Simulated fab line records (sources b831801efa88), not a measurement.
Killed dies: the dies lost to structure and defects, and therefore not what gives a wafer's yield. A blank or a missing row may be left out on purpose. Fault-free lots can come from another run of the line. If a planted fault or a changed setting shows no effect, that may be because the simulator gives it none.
Which of the tools did it? / flow gf180mcu / Sampling: 12 lots, 36 wafers, 5 of 602 route steps

== WHAT THE GAUGES READ, wafer by wafer ==
GF_V3_CD_MEAS_14 targets a cd of 260 nm.
lot=L653; measured=day 24 07:47; on=cd-sem-02; cd-nm (nm)=259.7 259.4 259.8
lot=L652; measured=day 24 11:42; on=cd-sem-02; cd-nm (nm)=262.5 262.2 261.9
lot=L654; measured=day 24 14:22; on=cd-sem-02; cd-nm (nm)=260.2 263.1 260.9
lot=L655; measured=day 25 03:03; on=cd-sem-01; cd-nm (nm)=259.8 260.6 260.4
lot=L657; measured=day 25 23:01; on=cd-sem-02; cd-nm (nm)=260.3 261.6 262.3
lot=L658; measured=day 26 05:44; on=cd-sem-02; cd-nm (nm)=261.4 260.3 259.3
lot=L659; measured=day 26 11:32; on=cd-sem-01; cd-nm (nm)=257.3 259.3 259.2
lot=L666; measured=day 28 14:12; on=cd-sem-01; cd-nm (nm)=258.4 260.0 258.7
lot=L667; measured=day 28 19:29; on=cd-sem-01; cd-nm (nm)=259.1 259.6 258.9
lot=L668; measured=day 29 06:12; on=cd-sem-02; cd-nm (nm)=260.4 259.7 259.1
lot=L670; measured=day 29 14:23; on=cd-sem-02; cd-nm (nm)=260.3 261.1 260.8
lot=L671; measured=day 29 17:15; on=cd-sem-02; cd-nm (nm)=261.9 261.4 262.2

GF_V5_THK_MEAS_03.
lot=L653; measured=day 28 03:26; on=film-metro-01; V5_CVD_02_THK (nm)=1492 1465 1472
lot=L652; measured=day 28 05:41; on=film-metro-01; V5_CVD_02_THK (nm)=1450 1417 1475
lot=L654; measured=day 28 07:48; on=film-metro-04; V5_CVD_02_THK (nm)=1430 1473 1470
lot=L655; measured=day 28 19:26; on=film-metro-01; V5_CVD_02_THK (nm)=1444 1487 1473
lot=L657; measured=day 29 13:10; on=film-metro-04; V5_CVD_02_THK (nm)=1445 1456 1478
lot=L658; measured=day 29 19:18; on=film-metro-01; V5_CVD_02_THK (nm)=1436 1456 1445
lot=L659; measured=day 30 01:40; on=film-metro-04; V5_CVD_02_THK (nm)=1434 1462 1438
lot=L666; measured=day 31 22:15; on=film-metro-03; V5_CVD_02_THK (nm)=1239 1207 1278
lot=L667; measured=day 32 02:34; on=film-metro-03; V5_CVD_02_THK (nm)=1263 1229 1275
lot=L668; measured=day 32 12:17; on=film-metro-01; V5_CVD_02_THK (nm)=1246 1215 1209
lot=L670; measured=day 32 19:36; on=film-metro-01; V5_CVD_02_THK (nm)=1429 1470 1476
lot=L671; measured=day 32 22:26; on=film-metro-04; V5_CVD_02_THK (nm)=1453 1470 1464

== WHICH TOOL RAN EACH LOT (tool, then ch and the chambers of the sampled wafers, then the start) ==
lot=L653; GF_V3_ETCH_17=rie-diel-04 ch 1,2,3, day 28 02:34 or earlier; GF_M5_METAL_ETCH_10=rie-metal-04 ch 0,1, day 28 02:34; GF_V5_CVD_02=pecvd-02 ch 0,1,2, day 28 03:22
lot=L652; GF_V3_ETCH_17=rie-diel-01 ch 0,1,3, day 28 04:47 or earlier; GF_M5_METAL_ETCH_10=rie-metal-02 ch 0,1, day 28 04:47; GF_V5_CVD_02=pecvd-01 ch 0,1,2, day 28 05:34
lot=L654; GF_V3_ETCH_17=rie-diel-04 ch 1,2, day 28 06:49 or earlier; GF_M5_METAL_ETCH_10=rie-metal-03 ch 0, day 28 06:49; GF_V5_CVD_02=pecvd-04 ch 0, day 28 07:38
lot=L655; GF_V3_ETCH_17=rie-diel-04 ch 0,1, day 28 18:24 or earlier; GF_M5_METAL_ETCH_10=rie-metal-02 ch 0, day 28 18:24; GF_V5_CVD_02=pecvd-02 ch 0,1, day 28 19:16
lot=L657; GF_V3_ETCH_17=rie-diel-03 ch 0,1,3, day 29 12:11 or earlier; GF_M5_METAL_ETCH_10=rie-metal-03 ch 1, day 29 12:11; GF_V5_CVD_02=pecvd-02 ch 0,1,2, day 29 13:03
lot=L658; GF_V3_ETCH_17=rie-diel-01 ch 0,2,3, day 29 18:26 or earlier; GF_M5_METAL_ETCH_10=rie-metal-02 ch 0,1, day 29 18:26; GF_V5_CVD_02=pecvd-04 ch 0,1,2, day 29 19:11
lot=L659; GF_V3_ETCH_17=rie-diel-03 ch 0,1,2, day 30 00:49 or earlier; GF_M5_METAL_ETCH_10=rie-metal-02 ch 0,1, day 30 00:49; GF_V5_CVD_02=pecvd-04 ch 0,1, day 30 01:32
lot=L666; GF_V3_ETCH_17=rie-diel-03 ch 0,2, day 31 21:17 or earlier; GF_M5_METAL_ETCH_10=rie-metal-03 ch 0,1, day 31 21:17; GF_V5_CVD_02=pecvd-01 ch 0,1,2, day 31 22:02
lot=L667; GF_V3_ETCH_17=rie-diel-01 ch 0,3, day 32 01:40 or earlier; GF_M5_METAL_ETCH_10=rie-metal-04 ch 1, day 32 01:40; GF_V5_CVD_02=pecvd-01 ch 0,1,2, day 32 02:29
lot=L668; GF_V3_ETCH_17=rie-diel-01 ch 0,1,2, day 32 11:19 or earlier; GF_M5_METAL_ETCH_10=rie-metal-04 ch 1, day 32 11:19; GF_V5_CVD_02=pecvd-01 ch 0,1,2, day 32 12:10
lot=L670; GF_V3_ETCH_17=rie-diel-01 ch 1,2, day 32 18:44 or earlier; GF_M5_METAL_ETCH_10=rie-metal-03 ch 0,1, day 32 18:44; GF_V5_CVD_02=pecvd-02 ch 0,1, day 32 19:29
lot=L671; GF_V3_ETCH_17=rie-diel-03 ch 0,3, day 32 21:34 or earlier; GF_M5_METAL_ETCH_10=rie-metal-03 ch 0,1, day 32 21:34; GF_V5_CVD_02=pecvd-02 ch 1,2, day 32 22:19
- GF_V3_ETCH_17: etches SiO2 in C4F8/O2/Ar, stops on TiN, target depth 635 nm.
- GF_M5_METAL_ETCH_10: etches the open film in Cl2/BCl3, stops on SiO2, target depth 627.5 nm, time 104.6 s.
- GF_V5_CVD_02: deposits SiO2 from TEOS, target thk 1450 nm, time 163.28 s.

== AS READ BY THE TOOLS THEMSELVES (means over the sampled wafers that have a number; for cases with no such wafer, the mark the record gives instead) ==
GF_V3_ETCH_17.
lot=L653; tool=rie-diel-04; oes-product-au (a.u.)=0.855
lot=L652; tool=rie-diel-01; oes-product-au (a.u.)=0.857
lot=L654; tool=rie-diel-04; oes-product-au (a.u.)=0.855
lot=L655; tool=rie-diel-04; oes-product-au (a.u.)=0.855
lot=L657; tool=rie-diel-03; oes-product-au (a.u.)=0.856
lot=L658; tool=rie-diel-01; oes-product-au (a.u.)=0.858
lot=L659; tool=rie-diel-03; oes-product-au (a.u.)=0.854
lot=L666; tool=rie-diel-03; oes-product-au (a.u.)=0.863
lot=L667; tool=rie-diel-01; oes-product-au (a.u.)=0.857
lot=L668; tool=rie-diel-01; oes-product-au (a.u.)=0.853
lot=L670; tool=rie-diel-01; oes-product-au (a.u.)=0.858
lot=L671; tool=rie-diel-03; oes-product-au (a.u.)=0.856

GF_M5_METAL_ETCH_10.
lot=L653; tool=rie-metal-04; drypump-motor-current-A (A)=5.60; oes-product-au (a.u.)=0.972; throttle-valve-pct (%)=28.250
lot=L652; tool=rie-metal-02; drypump-motor-current-A (A)=5.37; oes-product-au (a.u.)=0.978; throttle-valve-pct (%)=28.243
lot=L654; tool=rie-metal-03; drypump-motor-current-A (A)=5.53; oes-product-au (a.u.)=0.982; throttle-valve-pct (%)=28.243
lot=L655; tool=rie-metal-02; drypump-motor-current-A (A)=5.33; oes-product-au (a.u.)=0.968; throttle-valve-pct (%)=28.257
lot=L657; tool=rie-metal-03; drypump-motor-current-A (A)=5.62; oes-product-au (a.u.)=0.971; throttle-valve-pct (%)=28.247
lot=L658; tool=rie-metal-02; drypump-motor-current-A (A)=5.38; oes-product-au (a.u.)=0.966; throttle-valve-pct (%)=28.262
lot=L659; tool=rie-metal-02; drypump-motor-current-A (A)=5.35; oes-product-au (a.u.)=0.971; throttle-valve-pct (%)=28.242
lot=L666; tool=rie-metal-03; drypump-motor-current-A (A)=5.56; oes-product-au (a.u.)=0.979; throttle-valve-pct (%)=28.249
lot=L667; tool=rie-metal-04; drypump-motor-current-A (A)=5.79; oes-product-au (a.u.)=0.974; throttle-valve-pct (%)=28.243
lot=L668; tool=rie-metal-04; drypump-motor-current-A (A)=5.78; oes-product-au (a.u.)=0.972; throttle-valve-pct (%)=28.256
lot=L670; tool=rie-metal-03; drypump-motor-current-A (A)=5.60; oes-product-au (a.u.)=0.972; throttle-valve-pct (%)=28.249
lot=L671; tool=rie-metal-03; drypump-motor-current-A (A)=5.62; oes-product-au (a.u.)=0.975; throttle-valve-pct (%)=28.247

GF_V5_CVD_02.
lot=L653; tool=pecvd-02; heater-power-w (W)=636; rf-fwd-power-W (W)=596.8
lot=L652; tool=pecvd-01; heater-power-w (W)=622; rf-fwd-power-W (W)=600.2
lot=L654; tool=pecvd-04; heater-power-w (W)=733; rf-fwd-power-W (W)=597.8
lot=L655; tool=pecvd-02; heater-power-w (W)=573; rf-fwd-power-W (W)=597.3
lot=L657; tool=pecvd-02; heater-power-w (W)=642; rf-fwd-power-W (W)=597.2
lot=L658; tool=pecvd-04; heater-power-w (W)=653; rf-fwd-power-W (W)=596.6
lot=L659; tool=pecvd-04; heater-power-w (W)=633; rf-fwd-power-W (W)=597.8
lot=L666; tool=pecvd-01; heater-power-w (W)=682; rf-fwd-power-W (W)=357.8
lot=L667; tool=pecvd-01; heater-power-w (W)=673; rf-fwd-power-W (W)=358.9
lot=L668; tool=pecvd-01; heater-power-w (W)=736; rf-fwd-power-W (W)=358.9
lot=L670; tool=pecvd-02; heater-power-w (W)=538; rf-fwd-power-W (W)=596.9
lot=L671; tool=pecvd-02; heater-power-w (W)=692; rf-fwd-power-W (W)=597.2

== THE ANSWER, worked out from the rows above alone ==
Rule: the lots themselves supply what counts as usual. Put in order of their means at a reading, lots are off if they are a third of the lots or fewer, leave a main group of 4 or more, and stand apart from it by a gap of 3 or more times the standard deviation of the main group's means; of several such gaps the widest counts. The tables above print the reading to a certain number of digits; a main group whose means all agree to those digits is not used. Also off: a lot with no number at a reading for which 4 or more lots have one. The other lots that the step has rows for count as sound. The gauges are gone through in route order, then the tools' own readings, and for those a lot's mean is taken as printed above. The first step at which some lot is off is used, and at that step the reading that is off furthest; a lot without a number counts as furthest.
Off: L666, L667, L668, seen at GF_V5_THK_MEAS_03 (V5_CVD_02_THK). Mean 1458 nm and standard deviation 10 in the main group.
If a tool, at a process step before that reading, ran all the lots that are off and no sound lot after the first of them, it fits. The gauges at GF_V5_THK_MEAS_03 aren't tried: what is off there is off at GF_V5_CVD_02 too, on other tools, and a gauge's error can't cause that. Because GF_V3_ETCH_17 lacks a start for some lots, the hours and order of its lots are taken from GF_M5_METAL_ETCH_10. One fits: pecvd-01 at GF_V5_CVD_02. A fault onset in the window from L652 (day 28 05:34, its last sound lot) to L666 (day 31 22:02, its first lot off) fits.
On the lots that are off, the tool's own readings at GF_V5_CVD_02 differ by more than 5 times the standard deviation of the sound lots' means, which bears it out; rf-fwd-power-W reads 358.5 W there versus 597.5 W on the sound lots.

== WHAT THE SIMULATOR PUT IN ==
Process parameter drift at GF_V5_CVD_02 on pecvd-01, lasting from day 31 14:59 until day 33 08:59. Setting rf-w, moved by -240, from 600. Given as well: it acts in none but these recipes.
Lots struck among those shown: L666, L667, L668. The same result came from the rule above.
